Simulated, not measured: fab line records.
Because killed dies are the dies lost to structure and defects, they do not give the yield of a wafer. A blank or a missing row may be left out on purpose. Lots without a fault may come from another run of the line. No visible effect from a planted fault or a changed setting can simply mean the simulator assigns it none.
Split-lot experiment | flow sky130 | 23 wafers read from 5 lots, route of 708 steps

SPLIT DETAILS
At SKY_VIA4_COAT_06 (resist thk 1140 nm), the setting spin rpm was moved away from the recipe's 3000 rpm on 12 of the 23 wafers read, by -3.1% to +7.2%. All remaining wafers had this setting at the recipe value.

The split's own step is where the reading is taken.

THE READING
NOVOLAK_of_VIA4_COAT_06.thk nm (the simulator's own value, which no gauge read), in nm, at SKY_VIA4_COAT_06 (resist thk 1140 nm). There is no usual value for it anywhere in the file. Across the 11 wafers here that went through the recipe, the average is 1139 nm and the standard deviation 2.3 nm.

wafer  | tool, chamber at the split | spin rpm as run, rpm | against the recipe | NOVOLAK_of_VIA4_COAT_06.thk nm, nm | against lot-mates on the recipe
L079.1 | litho track-04, 0          | 3216                 | +7.2%              | 1097                               | -41
L079.2 | litho track-04, 0          | 3216                 | +7.2%              | 1097                               | -41
L079.3 | litho track-04, 0          | 3216                 | +7.2%              | 1097                               | -41
L079.4 | litho track-04, 0          | 3000                 | recipe             | 1137                               | -
L079.6 | litho track-04, 0          | 3000                 | recipe             | 1139                               | -
L080.1 | litho track-02, 0          | 3000                 | recipe             | 1142                               | -
L080.6 | litho track-02, 0          | 3000                 | recipe             | 1142                               | -
L080.2 | litho track-02, 0          | 3200                 | +6.7%              | 1102                               | -40
L080.4 | litho track-02, 0          | 3200                 | +6.7%              | 1104                               | -38
L080.5 | litho track-02, 0          | 3200                 | +6.7%              | 1101                               | -41
L081.1 | litho track-02, 0          | 3000                 | recipe             | 1135                               | -
L081.2 | litho track-02, 0          | 3000                 | recipe             | 1139                               | -
L081.3 | litho track-02, 0          | 3000                 | recipe             | 1143                               | -
L084.2 | litho track-03, 0          | 3000                 | recipe             | 1138                               | -
L084.3 | litho track-03, 0          | 3000                 | recipe             | 1139                               | -
L084.4 | litho track-03, 0          | 3140                 | +4.7%              | 1112                               | -26
L084.5 | litho track-03, 0          | 3140                 | +4.7%              | 1112                               | -26
L084.6 | litho track-03, 0          | 3140                 | +4.7%              | 1111                               | -28
L085.1 | litho track-02, 0          | 2907                 | -3.1%              | 1155                               | +18
L085.2 | litho track-02, 0          | 2907                 | -3.1%              | 1157                               | +20
L085.3 | litho track-02, 0          | 3000                 | recipe             | 1138                               | -
L085.5 | litho track-02, 0          | 3000                 | recipe             | 1137                               | -
L085.6 | litho track-02, 0          | 2907                 | -3.1%              | 1158                               | +20

THE FIT
A straight line over all 23 wafers: NOVOLAK_of_VIA4_COAT_06.thk nm changes by -5.71 nm for each +1% of spin rpm; r = -1.00; the points scatter about the line by 1.9 nm.
The same after taking each lot's own level away (the mean of its wafers on the recipe; 23 wafers): -5.86 nm for each +1%; r = -1.00; scatter 1.6 nm.
That fit puts the effect of the largest move of spin rpm on the reading at 42 nm.
The span of the lots' own levels, 1137.5 to 1142.0 nm, comes to 1.9 times the standard deviation stated above.
Consequently the slope shifts little with the lot-to-lot level, the two slopes agreeing.
Check: -42.1 nm against its lot-mates is what the line predicts for one of the wafers moved furthest among these (+7.2%) when that wafer is left out of the fit. It came out at -41 nm against them.

FURTHER SPLITS ON THESE WAFERS
Other splits were also applied to these wafers ahead of the reading. Each is held against what the fit with the lots' levels taken away leaves over:
other split on the same wafers  | wafers away from the commonest value | r with NOVOLAK_of_VIA4_COAT_06.thk nm (lot level and that fit taken away)
SKY_CAP2M_METAL_ETCH_13 bias w  | 4                                    | -0.17
SKY_METAL4_COAT_08 spin rpm     | 9                                    | -0.01
SKY_METAL4_METAL_ETCH_18 bias w | 9                                    | -0.18

THE WHOLE CHAIN: every reading that the file lists as answering this split, in the file's order
step              | what it does       | reading                                                                         | change (the file's fit)              | r (the file's)
SKY_VIA4_COAT_06  | resist thk 1140 nm | NOVOLAK_of_VIA4_COAT_06.thk nm (the simulator's own value, which no gauge read) | -5.82 nm for each +1% of the setting | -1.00
SKY_VIA4_STRIP_13 | strips in O2/N2    | strip time to endpoint s                                                        | withheld for each +1% of the setting | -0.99

FILE'S OWN FIT
NOVOLAK_of_VIA4_COAT_06.thk nm changes by -5.82 nm for each +1% of spin rpm, r = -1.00.
